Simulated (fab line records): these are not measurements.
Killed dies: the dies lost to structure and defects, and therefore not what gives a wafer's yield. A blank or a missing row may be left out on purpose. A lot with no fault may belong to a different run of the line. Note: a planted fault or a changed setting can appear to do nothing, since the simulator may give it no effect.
Chamber matching    flow gf180mcu    4 sister chambers for GF_CONTACT_CMP_27 on cmp-01
The step polishes, stops on SiO2, t overpolish 15 s, target thk 0 nm. 4 wafers are shown with their chamber, then 7 later ones without.

== WAFERS PAIRED WITH THEIR CHAMBERS ==
wafer   chamber  motor_current_A (A)
L897.2  1        10.7
L900.2  3        10.6
L901.1  2        13.6
L901.2  0        11.1

== WAFERS MISSING THEIR CHAMBER ==
wafer   motor_current_A (A)
L901.5  13.0
L904.1  10.3
L904.3  13.4
L904.6  10.7
L905.3  11.3
L905.5  13.2
L905.6  10.9

== CHAMBER TAKEN BY EACH ==
wafer   from the rows above           in truth
L901.5  2                             2
L904.1  can't be placed: 3 or 1 or 0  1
L904.3  2                             2
L904.6  can't be placed: 1 or 3 or 0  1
L905.3  can't be placed: 0 or 1 or 3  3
L905.5  2                             2
L905.6  can't be placed: 0 or 1 or 3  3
Correctly placed: 3 of 7. Not placeable from these rows: 4 (in 4, the candidates include the true chamber). 0 placed wrongly.
How it was worked out, from the rows above alone: a wafer's distance from a chamber is the root of the sum, over the readings, of the square of ((its reading less the chamber's mean) divided by the reading's scatter). The wafer belongs to the nearest chamber; if the next one is less than 2 further off, it can't be placed. A chamber's mean is the mean of its shown wafers. The scatter: root of mean squared gap, hidden wafer to nearest shown wafer, with one shown wafer a chamber.
